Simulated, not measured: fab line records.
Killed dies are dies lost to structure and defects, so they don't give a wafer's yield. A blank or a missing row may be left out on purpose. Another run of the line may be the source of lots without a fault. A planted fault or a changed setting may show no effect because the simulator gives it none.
fab line records | flow sky130
record: lots: 6 | wafers: 18 | lastDay: 50
route steps=708 shown LDD_P@263 LDD_HVN@267 PAD_OPEN@708
lots with no fault: from the same line, run without faults
startH: hours from the record's first day to the start of the lot's first wafer shown | waitH: hours elapsed since this lot's preceding step | " repeats the value in the row above | L1.1+2: a row that stands for several wafers | - no value, or no start given | * or withheld: withheld | < > ~ a bound
route shown NAME@n: a module of which the file shows steps, and the number in the route of the first | usual: mean/standard deviation of fault-free wafers | same: alike in all rows | chamber/n: place in a boat | sites: readings site by site | _std_site: standard deviation of those values | _edge_site: mean of outer sites minus mean of inner sites | radiusMm: for every site, how far away it sits from the centre of the wafer | mask NAME#n: copy n | behind: tool/chamber where the wafer was last shaped | hold: cause of the lot's hold/its duration in hours/its outcome | device: the n, p or np transistor that did not switch | end of line: at the end of the route, the tests of the same wafers | step lacking rows: just its recipe | killed: at the first sort, the dies lost to defects and structure; wafer yield is something else | map: dies across one wafer; x = killed, . = not, _ = none there
set.NAME: the setting as run; set.NAME@STEP: as run at that earlier step | model.NAME: the simulator's own value behind a step, which no gauge read
lots seen at some steps along the route; tables by step, rows by wafer
services: a tool's chamber out of use, with start hour (startH, from the record's first day; less than 0 if before it), hours out, and reason
== steps ==
step: SKY_LDD_P_OVL_MEAS_08
usual: LDD_P_OVL: -0.1/1.3
lot.wafer | tool       | chamber | startH | waitH | LDD_P_OVL[nm]
L272.1    | overlay-02 | -       | 445.64 | 0.1   | 2.5
L272.5    | "          | -       | "      | "     | 2.2
L272.6    | "          | -       | "      | "     | 2.3
L277.3    | overlay-02 | -       | 491.90 | 0.1   | -1.5
L277.4    | "          | -       | "      | "     | 1.3
L277.6    | "          | -       | "      | "     | -1.5
L284.3    | overlay-01 | -       | 548.35 | 0.1   | 0.5
L284.4    | "          | -       | "      | "     | 0.4
L284.6    | "          | -       | "      | "     | -0.1
L285.2    | overlay-02 | -       | 561.87 | 0.1   | 0.9
L285.4    | "          | -       | "      | "     | 0.1
L285.5    | "          | -       | "      | "     | 1.7
L292.3    | overlay-02 | -       | 622.58 | 0.1   | 0.8
L292.5    | "          | -       | "      | "     | -1.0
L292.6    | "          | -       | "      | "     | -0.3
L293.1    | overlay-02 | -       | 629.27 | 0.1   | 1.1
L293.2    | "          | -       | "      | "     | -0.1
L293.6    | "          | -       | "      | "     | -0.5
step: SKY_LDD_P_IMPLANT_09
recipe: species: BF2 | energyKev: 25 | doseCm2: 1e+13 | tiltDeg: withheld
step: SKY_LDD_P_STRIP_10
recipe: chemistry: O2/N2 | powerW: 1400 | pressureMtorr: 1500 | platenTempC: withheld | o2FlowSccm: 3000 | n2FlowSccm: 300 | overashFraction: 0.5
usual: drypumpMotorCurrentA: 6.0/0.43 | oesProductAu: 0.715/0.0046 | stripTimeToEndpointS: 14.17/0.038
lot.wafer | tool           | chamber | startH | waitH | drypumpMotorCurrentA | oesProductAu | rfHoursCounterH | stripTimeToEndpointS
L272.1    | plasmaAsher-03 | 1       | 445.83 | 0.1   | 6.1                  | 0.721        | 61              | 14.18
L272.5    | "              | 0       | "      | "     | 6.5                  | 0.714        | -               | 14.16
L272.6    | "              | 1       | "      | "     | 6.1                  | 0.724        | -               | 14.17
L277.3    | plasmaAsher-01 | 0       | 492.11 | 0.1   | 5.1                  | 0.717        | -               | 14.13
L277.4    | "              | 1       | "      | "     | 6.1                  | 0.715        | -               | 14.13
L277.6    | "              | 1       | "      | "     | 6.1                  | 0.716        | -               | 14.12
L284.3    | plasmaAsher-04 | 0       | 548.56 | 0.1   | 5.9                  | 0.708        | -               | 14.15
L284.4    | "              | 1       | "      | "     | 6.3                  | 0.712        | -               | 14.17
L284.6    | "              | 0       | "      | "     | 5.9                  | 0.720        | -               | 14.14
L285.2    | plasmaAsher-01 | 1       | 562.05 | 0.1   | 6.0                  | 0.717        | 87              | 14.15
L285.4    | "              | 1       | "      | "     | 6.0                  | 0.717        | -               | 14.14
L285.5    | "              | 0       | "      | "     | 5.1                  | 0.710        | -               | 14.16
L292.3    | plasmaAsher-04 | 1       | 622.78 | 0.1   | 6.3                  | 0.704        | -               | 14.23
L292.5    | "              | 0       | "      | "     | 5.9                  | 0.722        | -               | 14.13
L292.6    | "              | 1       | "      | "     | 6.3                  | 0.720        | -               | 14.16
L293.1    | plasmaAsher-03 | 1       | 629.45 | 0.1   | 6.1                  | 0.712        | 80              | 14.17
L293.2    | "              | 0       | "      | "     | 6.5                  | 0.711        | 80              | 14.22
L293.6    | "              | 1       | "      | "     | 6.1                  | 0.717        | -               | 14.17
step: SKY_LDD_P_TW_MEAS_11
usual: LDD_P_TW: 635/5.1
lot.wafer | tool         | chamber | startH | waitH | LDD_P_TW
L272.1    | filmMetro-02 | -       | 445.93 | 0.1   | 641
L272.5    | "            | -       | "      | "     | 639
L272.6    | "            | -       | "      | "     | 638
L277.3    | filmMetro-02 | -       | 492.20 | 0.1   | 636
L277.4    | "            | -       | "      | "     | 636
L277.6    | "            | -       | "      | "     | 634
L284.3    | filmMetro-04 | -       | 548.65 | 0.1   | 639
L284.4    | "            | -       | "      | "     | 635
L284.6    | "            | -       | "      | "     | 636
L285.2    | filmMetro-02 | -       | 562.16 | 0.1   | 632
L285.4    | "            | -       | "      | "     | 634
L285.5    | "            | -       | "      | "     | 633
L292.3    | filmMetro-01 | -       | 622.87 | 0.1   | 630
L292.5    | "            | -       | "      | "     | 627
L292.6    | "            | -       | "      | "     | 622
L293.1    | filmMetro-04 | -       | 629.55 | 0.1   | 639
L293.2    | "            | -       | "      | "     | 640
L293.6    | "            | -       | "      | "     | 643
step: SKY_LDD_HVN_DEHYDRATE_00
recipe: tempC: 200 | timeS: 60
step: SKY_LDD_HVN_HMDS_01
recipe: primeTimeS: 60 | primeTempC: 120
step: SKY_LDD_HVN_COAT_02
recipe: resist: NOVOLAK | spinRpm: 3000 | resistThkNm: 300
step: SKY_LDD_HVN_SOFTBAKE_03
recipe: tempC: 90 | timeS: 60 | resist: NOVOLAK
step: SKY_LDD_HVN_EXPOSE_04
recipe: maskId: HVNTM | na: 0.6 | sourceShape: conventional | sigmaOuter: 0.6 | polarization: unpolarized | targetCdNm: 700 | doseMj: 127
step: SKY_LDD_HVN_PEB_05
recipe: tempC: withheld | timeS: * | resist: NOVOLAK
step: SKY_LDD_HVN_DEVELOP_06
recipe: resist: NOVOLAK | developer: TMAH | developTimeS: 60 | devTempC: 23
step: SKY_LDD_HVN_OVL_MEAS_07
usual: LDD_HVN_OVL: 0.5/1.3
lot.wafer | tool       | chamber | startH | waitH | LDD_HVN_OVL[nm]
L272.1    | overlay-01 | -       | 474.95 | 0.1   | -1.4
L272.5    | "          | -       | "      | "     | 0.2
L272.6    | "          | -       | "      | "     | 0.5
L277.3    | overlay-02 | -       | 522.51 | 0.1   | -1.1
L277.4    | "          | -       | "      | "     | 1.0
L277.6    | "          | -       | "      | "     | -1.1
L284.3    | overlay-01 | -       | 577.68 | 0.1   | 1.6
L284.4    | "          | -       | "      | "     | 0.0
L284.6    | "          | -       | "      | "     | 0.9
L285.2    | overlay-02 | -       | 591.40 | 0.1   | -0.8
L285.4    | "          | -       | "      | "     | 0.4
L285.5    | "          | -       | "      | "     | 0.3
L292.3    | overlay-01 | -       | 651.03 | 0.1   | -0.8
L292.5    | "          | -       | "      | "     | -1.3
L292.6    | "          | -       | "      | "     | 0.2
L293.1    | overlay-01 | -       | 657.90 | 0.1   | 0.2
L293.2    | "          | -       | "      | "     | 1.4
L293.6    | "          | -       | "      | "     | -0.5
step: SKY_LDD_HVN_IMPLANT_08
recipe: species: P | energyKev: 60 | doseCm2: 3e+13 | tiltDeg: 40
usual: tiltDeg: 40.002/0.02
lot.wafer | tool         | chamber | startH | waitH | tiltDeg
L272.1    | implanter-03 | 0       | 474.99 | 0.0   | 40.033
L272.5    | "            | 0       | "      | "     | 40.002
L272.6    | "            | 0       | "      | "     | 39.995
L277.3    | implanter-02 | 0       | 522.58 | 0.1   | 40.013
L277.4    | "            | 0       | "      | "     | 40.000
L277.6    | "            | 0       | "      | "     | 39.987
L284.3    | implanter-03 | 0       | 577.76 | 0.1   | 39.996
L284.4    | "            | 0       | "      | "     | 40.002
L284.6    | "            | 0       | "      | "     | 39.988
L285.2    | implanter-03 | 0       | 591.46 | 0.0   | 40.003
L285.4    | "            | 0       | "      | "     | 40.008
L285.5    | "            | 0       | "      | "     | 39.996
L292.3    | implanter-01 | 0       | 651.11 | 0.1   | 40.020
L292.5    | "            | 0       | "      | "     | 40.026
L292.6    | "            | 0       | "      | "     | 39.999
L293.1    | implanter-01 | 0       | 657.93 | 0.0   | 40.010
L293.2    | "            | 0       | "      | "     | 40.002
L293.6    | "            | 0       | "      | "     | 40.011
step: SKY_LDD_HVN_STRIP_09
recipe: chemistry: O2/N2 | powerW: 1400 | pressureMtorr: 1500 | platenTempC: withheld | o2FlowSccm: 3000 | n2FlowSccm: 300 | overashFraction: 0.5
usual: drypumpMotorCurrentA: 6.1/0.32 | oesProductAu: 0.408/0.0046 | stripTimeToEndpointS: 4.139/0.013
lot.wafer | tool           | chamber | startH | waitH | drypumpMotorCurrentA | oesProductAu | rfHoursCounterH | stripTimeToEndpointS
L272.1    | plasmaAsher-03 | 0       | 475.14 | 0.1   | 6.4                  | 0.414        | 64              | 4.145
L272.5    | "              | 1       | "      | "     | 6.1                  | 0.412        | -               | 4.116
L272.6    | "              | 0       | "      | "     | 6.4                  | 0.408        | -               | 4.131
L277.3    | plasmaAsher-01 | 1       | 522.72 | 0.1   | 6.1                  | 0.404        | -               | 4.142
L277.4    | "              | 0       | "      | "     | 5.1                  | 0.408        | -               | 4.142
L277.6    | "              | 1       | "      | "     | 6.1                  | 0.411        | -               | 4.145
L284.3    | plasmaAsher-01 | 1       | 577.89 | 0.1   | 6.1                  | 0.413        | -               | 4.160
L284.4    | "              | 0       | "      | "     | 5.1                  | 0.410        | -               | 4.122
L284.6    | "              | 1       | "      | "     | 6.1                  | 0.410        | -               | 4.164
L285.2    | plasmaAsher-02 | 1       | 591.58 | 0.1   | 6.2                  | 0.414        | 44              | 4.119
L285.4    | "              | 1       | "      | "     | 6.2                  | 0.417        | -               | 4.144
L285.5    | "              | 1       | "      | "     | 6.2                  | 0.406        | -               | 4.146
L292.3    | plasmaAsher-03 | 0       | 651.24 | 0.1   | 6.5                  | 0.403        | -               | 4.144
L292.5    | "              | 0       | "      | "     | 6.5                  | 0.408        | -               | 4.135
L292.6    | "              | 1       | "      | "     | 6.1                  | 0.405        | -               | 4.148
L293.1    | plasmaAsher-03 | 1       | 658.08 | 0.1   | 6.1                  | 0.407        | 82              | 4.121
L293.2    | "              | 0       | "      | "     | 6.5                  | 0.414        | 82              | 4.130
L293.6    | "              | 1       | "      | "     | 6.1                  | 0.402        | -               | 4.119
step: SKY_LDD_HVN_TW_MEAS_10
usual: LDD_HVN_TW: 1432/9.9
lot.wafer | tool         | chamber | startH | waitH | hold                    | LDD_HVN_TW
L272.1    | filmMetro-02 | -       | 475.24 | 0.1   | -                       | 1432
L272.5    | "            | -       | "      | "     | -                       | 1432
L272.6    | "            | -       | "      | "     | -                       | 1428
L277.3    | filmMetro-03 | -       | 522.80 | 0.1   | -                       | 1439
L277.4    | "            | -       | "      | "     | -                       | 1431
L277.6    | "            | -       | "      | "     | -                       | 1440
L284.3    | filmMetro-03 | -       | 577.98 | 0.1   | awaitDispo/0.2h/release | 1388
L284.4    | "            | -       | "      | "     | awaitDispo/0.2h/release | 1388
L284.6    | "            | -       | "      | "     | awaitDispo/0.2h/release | 1390
L284.3    | filmMetro-03 | -       | 578.20 | 0.2   | -                       | 1392
L284.4    | "            | -       | "      | "     | -                       | 1396
L284.6    | "            | -       | "      | "     | -                       | 1387
L285.2    | filmMetro-03 | -       | 591.69 | 0.1   | awaitDispo/0.2h/release | 1380
L285.4    | "            | -       | "      | "     | awaitDispo/0.2h/release | 1386
L285.5    | "            | -       | "      | "     | awaitDispo/0.2h/release | 1384
L285.2    | filmMetro-03 | -       | 591.92 | 0.2   | -                       | 1392
L285.4    | "            | -       | "      | "     | -                       | 1389
L285.5    | "            | -       | "      | "     | -                       | 1382
L292.3    | filmMetro-01 | -       | 651.33 | 0.1   | -                       | 1416
L292.5    | "            | -       | "      | "     | -                       | 1418
L292.6    | "            | -       | "      | "     | -                       | 1416
L293.1    | filmMetro-01 | -       | 658.18 | 0.1   | -                       | 1411
L293.2    | "            | -       | "      | "     | -                       | 1420
L293.6    | "            | -       | "      | "     | -                       | 1416
step: SKY_PAD_OPEN_PROBE_99
usual: killed_at_M0_to_M3: 45/7 | killed_at_M4_up: 3.4/1.8 | killedAtContacts: 24/5.4 | killedAtFrontEnd: 16/4.8 | killedAtOther: 0.4/0.62 | killedDies: 89/10 | killedOpen: 48/7.2 | killedShort: 40/6.3
same: grossDies: 492 | killedAtBackSide: 0
lot.wafer | tool      | chamber | startH  | waitH | killed_at_M0_to_M3 | killed_at_M4_up | killedAtContacts | killedAtFrontEnd | killedAtOther | killedDies | killedOpen | killedShort | model.etest.tip_n_5v.rsOhmSq | model.etest.tip_n_5v.rsOhmSqRange | model.etest.tip_n_5v.rsOhmSqRimLessCentre | model.etest.nfetG5v0d10v5.rOnOhmUm | model.etest.nfetG5v0d10v5.driveUaUm | model.etest.nfetG5v0d10v5.vtSatV
L272.1    | prober-02 | -       | 1082.77 | 0.1   | 44                 | 3               | 17               | 20               | 0             | 84         | 48         | 36          | 1390                         | 39.69                             | 18.15                                     | 1884                               | 604.7                               | 0.7585
L272.5    | prober-02 | -       | 1082.97 | 0.2   | 52                 | 3               | 15               | 21               | 0             | 91         | 48         | 42          | 1389                         | 42.56                             | 11.56                                     | 1897                               | 600.1                               | 0.7718
L272.6    | prober-02 | -       | 1083.02 | 0.2   | 55                 | 7               | 25               | 19               | 0             | 106        | 54         | 51          | 1401                         | 42.26                             | 12.86                                     | 1862                               | 601                                 | 0.7673
L277.3    | prober-01 | -       | 1114.16 | 0.2   | 50                 | 3               | 24               | 19               | 0             | 96         | 47         | 46          | 1386                         | 46.77                             | 14.16                                     | 1869                               | 619.8                               | 0.7509
L277.4    | prober-01 | -       | 1114.21 | 0.2   | 56                 | 3               | 19               | 14               | 0             | 92         | 51         | 38          | 1367                         | 34.64                             | -12.01                                    | 1880                               | 604.8                               | 0.7603
L277.6    | prober-01 | -       | 1114.31 | 0.2   | 60                 | 4               | 23               | 22               | 0             | 109        | 61         | 45          | 1373                         | 25.49                             | -5.292                                    | 1881                               | 616.1                               | 0.7444
L284.3    | prober-02 | -       | 1150.07 | 0.2   | 42                 | 4               | 21               | 10               | 2             | 79         | 36         | 42          | 1561                         | 202.2                             | -72.56                                    | 1915                               | 596.6                               | 0.7699
L284.4    | prober-02 | -       | 1150.12 | 0.2   | 35                 | 2               | 35               | 16               | 0             | 88         | 43         | 44          | 1580                         | 218.8                             | -77.03                                    | 1929                               | 589.6                               | 0.771
L284.6    | prober-02 | -       | 1150.22 | 0.2   | 54                 | 2               | 33               | 9                | 0             | 98         | 56         | 42          | 1562                         | 219.5                             | -92.82                                    | 1933                               | 590                                 | 0.7764
L285.2    | prober-01 | -       | 1155.97 | 0.1   | 48                 | 3               | 26               | 27               | 1             | 105        | 55         | 49          | 1611                         | 236.8                             | -64.59                                    | 1921                               | 595.7                               | 0.7833
L285.4    | prober-01 | -       | 1156.07 | 0.2   | 46                 | 3               | 31               | 15               | 0             | 95         | 56         | 39          | 1597                         | 207.6                             | -93.42                                    | 1921                               | 590.8                               | 0.7971
L285.5    | prober-01 | -       | 1156.12 | 0.2   | 48                 | 6               | 30               | 12               | 0             | 96         | 60         | 35          | 1605                         | 227                               | -87.6                                     | 1912                               | 591.8                               | 0.7911
L292.3    | prober-02 | -       | 1193.96 | 0.2   | 44                 | 3               | 21               | 17               | 2             | 87         | 42         | 43          | 1393                         | 37.27                             | 6.926                                     | 1890                               | 608.4                               | 0.747
L292.5    | prober-02 | -       | 1194.06 | 0.2   | 37                 | 4               | 20               | 9                | 1             | 71         | 35         | 35          | 1384                         | 29.46                             | 3.135                                     | 1889                               | 606.9                               | 0.7661
L292.6    | prober-02 | -       | 1194.11 | 0.2   | 34                 | 3               | 21               | 15               | 0             | 73         | 34         | 39          | 1382                         | 44.61                             | -6.827                                    | 1892                               | 606.1                               | 0.7701
L293.1    | prober-01 | -       | 1196.17 | 0.1   | 35                 | 1               | 30               | 12               | 0             | 78         | 41         | 37          | 1375                         | 35.51                             | 25.34                                     | 1852                               | 614.4                               | 0.7657
L293.2    | prober-01 | -       | 1196.22 | 0.1   | 41                 | 3               | 27               | 14               | 0             | 85         | 48         | 37          | 1388                         | 34.2                              | -9.717                                    | 1881                               | 611.1                               | 0.7704
L293.6    | prober-01 | -       | 1196.42 | 0.2   | 45                 | 7               | 29               | 20               | 0             | 101        | 55         | 46          | 1391                         | 16.83                             | -2.882                                    | 1863                               | 607.5                               | 0.7794
killed by level:class
L272.1 VIA1:geometricParticle:open=14 VIA2:geometricParticle:open=8 POLY_GATE:geometricParticle:short=7 METAL2:geometricParticle:short=6 FIELD_ISO:geometricParticle:open=5 METAL1:geometricParticle:short=5 LOCAL_INTERCONNECT:geometricParticle:open=4 CONTACT:geometricParticle:short=4
L272.5 VIA1:geometricParticle:open=13 VIA2:geometricParticle:open=9 VIA1:geometricParticle:short=9 VIA3:geometricParticle:open=7 FIELD_ISO:geometricParticle:short=6 FIELD_ISO:geometricParticle:open=6 CONTACT:geometricParticle:open=6 METAL2:geometricParticle:short=4
L272.6 VIA1:geometricParticle:open=12 VIA2:geometricParticle:open=11 VIA1:geometricParticle:short=7 VIA3:geometricParticle:open=6 FIELD_ISO:geometricParticle:short=5 LI_CONTACT:geometricParticle:short=5 LI_CONTACT:geometricParticle:open=5 CONTACT:geometricParticle:open=5
L277.3 VIA1:geometricParticle:open=14 METAL1:geometricParticle:short=11 CONTACT:geometricParticle:open=10 VIA3:geometricParticle:open=6 VIA1:geometricParticle:short=5 FIELD_ISO:geometricParticle:short=4 POLY_GATE:geometricParticle:short=4 POLY_GATE:geometricParticle:open=4
L277.4 VIA1:geometricParticle:open=13 CONTACT:geometricParticle:open=9 METAL2:geometricParticle:short=8 VIA3:geometricParticle:open=7 VIA1:geometricParticle:short=6 VIA2:geometricParticle:open=4 METAL3:geometricParticle:short=4 FIELD_ISO:geometricParticle:short=3
L277.6 VIA1:geometricParticle:open=18 METAL1:geometricParticle:short=13 LI_CONTACT:geometricParticle:open=10 VIA2:geometricParticle:open=7 CONTACT:geometricParticle:open=6 METAL2:geometricParticle:short=5 POLY_GATE:geometricParticle:short=4 POLY_GATE:geometricParticle:open=4
L284.3 METAL1:geometricParticle:short=12 VIA3:geometricParticle:open=6 LI_CONTACT:geometricParticle:open=5 CONTACT:geometricParticle:open=5 VIA2:geometricParticle:open=5 METAL2:geometricParticle:short=5 FIELD_ISO:geometricParticle:open=4 LOCAL_INTERCONNECT:geometricParticle:short=4
L284.4 CONTACT:geometricParticle:open=16 METAL2:geometricParticle:short=9 VIA1:geometricParticle:open=9 LOCAL_INTERCONNECT:geometricParticle:short=8 POLY_GATE:geometricParticle:short=5 FIELD_ISO:geometricParticle:open=4 LI_CONTACT:geometricParticle:short=4 VIA3:geometricParticle:open=4
L284.6 CONTACT:geometricParticle:open=13 VIA1:geometricParticle:open=11 LI_CONTACT:geometricParticle:open=10 VIA1:geometricParticle:short=8 VIA2:geometricParticle:open=8 METAL1:geometricParticle:short=6 VIA3:geometricParticle:open=6 VIA3:geometricParticle:short=5
L285.2 LI_CONTACT:geometricParticle:open=10 VIA1:geometricParticle:open=10 VIA2:geometricParticle:open=9 FIELD_ISO:geometricParticle:open=8 FIELD_ISO:geometricParticle:short=8 METAL1:geometricParticle:short=8 CONTACT:geometricParticle:open=6 CONTACT:geometricParticle:short=5
L285.4 VIA1:geometricParticle:open=14 CONTACT:geometricParticle:open=12 VIA2:geometricParticle:open=9 LI_CONTACT:geometricParticle:open=8 POLY_GATE:geometricParticle:short=6 METAL1:geometricParticle:short=6 FIELD_ISO:geometricParticle:open=5 VIA3:geometricParticle:open=5
L285.5 VIA1:geometricParticle:open=15 CONTACT:geometricParticle:open=12 VIA3:geometricParticle:open=9 LI_CONTACT:geometricParticle:open=8 FIELD_ISO:geometricParticle:open=5 CONTACT:geometricParticle:short=5 VIA1:geometricParticle:short=4 METAL2:geometricParticle:short=4
L292.3 CONTACT:geometricParticle:open=10 METAL1:geometricParticle:short=7 VIA2:geometricParticle:open=7 METAL2:geometricParticle:short=6 METAL1:geometricParticle:open=5 VIA3:geometricParticle:open=5 POLY_GATE:geometricParticle:open=4 POLY_GATE:geometricParticle:short=4
L292.5 VIA1:geometricParticle:open=9 METAL1:geometricParticle:short=7 LI_CONTACT:geometricParticle:open=6 CONTACT:geometricParticle:open=6 VIA1:geometricParticle:short=6 POLY_GATE:geometricParticle:short=4 CONTACT:geometricParticle:short=4 METAL2:geometricParticle:short=4
L292.6 METAL2:geometricParticle:short=8 LI_CONTACT:geometricParticle:open=6 CONTACT:geometricParticle:open=6 METAL1:geometricParticle:short=6 VIA1:geometricParticle:open=5 LOCAL_INTERCONNECT:geometricParticle:short=4 SPACER:geometricParticle:short=3 FIELD_ISO:geometricParticle:open=3
L293.1 CONTACT:geometricParticle:open=9 VIA1:geometricParticle:open=7 CONTACT:geometricParticle:short=6 LI_CONTACT:geometricParticle:open=6 LOCAL_INTERCONNECT:geometricParticle:short=6 METAL1:geometricParticle:short=5 VIA1:geometricParticle:short=5 VIA2:geometricParticle:open=5
L293.2 VIA1:geometricParticle:open=12 VIA2:geometricParticle:open=9 CONTACT:geometricParticle:short=8 CONTACT:geometricParticle:open=8 POLY_GATE:geometricParticle:short=6 VIA3:geometricParticle:open=6 LI_CONTACT:geometricParticle:open=5 LOCAL_INTERCONNECT:geometricParticle:short=3
L293.6 VIA1:geometricParticle:open=15 LI_CONTACT:geometricParticle:open=10 LOCAL_INTERCONNECT:geometricParticle:short=8 VIA1:geometricParticle:short=7 VIA3:geometricParticle:open=6 VIA2:geometricParticle:open=6 FIELD_ISO:geometricParticle:open=5 CONTACT:geometricParticle:open=5
== services ==
tool           | chamber | startH | hours | kind
plasmaAsher-02 | -       | 425.61 | 2.9   | repair
plasmaAsher-04 | 0       | 430.25 | -     | clean
plasmaAsher-04 | 1       | 430.25 | -     | clean
plasmaAsher-04 | -       | 441.50 | 1.0   | repair
implanter-03   | -       | 446.07 | 0.7   | repair
plasmaAsher-01 | -       | 446.61 | 1.3   | repair
plasmaAsher-04 | -       | 477.43 | 4.0   | pm
plasmaAsher-01 | -       | 502.01 | 3.6   | repair
plasmaAsher-01 | -       | 516.94 | 0.4   | repair
implanter-03   | -       | 543.68 | 2.2   | repair
plasmaAsher-02 | -       | 598.25 | 2.5   | repair
plasmaAsher-01 | -       | 621.47 | 2.8   | pm
implanter-03   | -       | 623.11 | 4.1   | repair
implanter-02   | -       | 648.66 | 7.0   | repair
plasmaAsher-03 | -       | 653.01 | 2.8   | pm
implanter-02   | -       | 653.68 | 3.9   | repair
implanter-03   | -       | 655.55 | 4.4   | repair
== key ==
firstSign: step: SKY_LDD_HVN_TW_MEAS_10 | reading: visit | direction: added
effect: step: SKY_LDD_HVN_TW_MEAS_10 | reading: LDD_HVN_TW | direction: down | sigmas: 4.7 | usual: 1432 | struck: 1386
modelEffect: step: SKY_PAD_OPEN_PROBE_99 | value: etest.tip_n_5v.rsOhmSq | without: 1363 | struck: 1586
metAt SKY_LDD_HVN_IMPLANT_08
struckWafers L284.3,L284.4,L284.6,L285.2,L285.4,L285.5
testerLeftOut L284,L285
onsetBetween 474.99 577.76
fault: kind: processParameterDrift | tool: implanter-03 | chamber: - | onsetH: 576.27 | steps: SKY_LDD_HVN_IMPLANT_08 | channel: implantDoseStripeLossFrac | offset: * | shape: step | endH: 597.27
testerLeftOut: of these lots the tester's yield and bins aren't shown, on N5 and GAA mostly nor the transistor test; their killed dies are dies lost to structure and defects alone, not to doping, threshold or leakage, so they don't give the yield
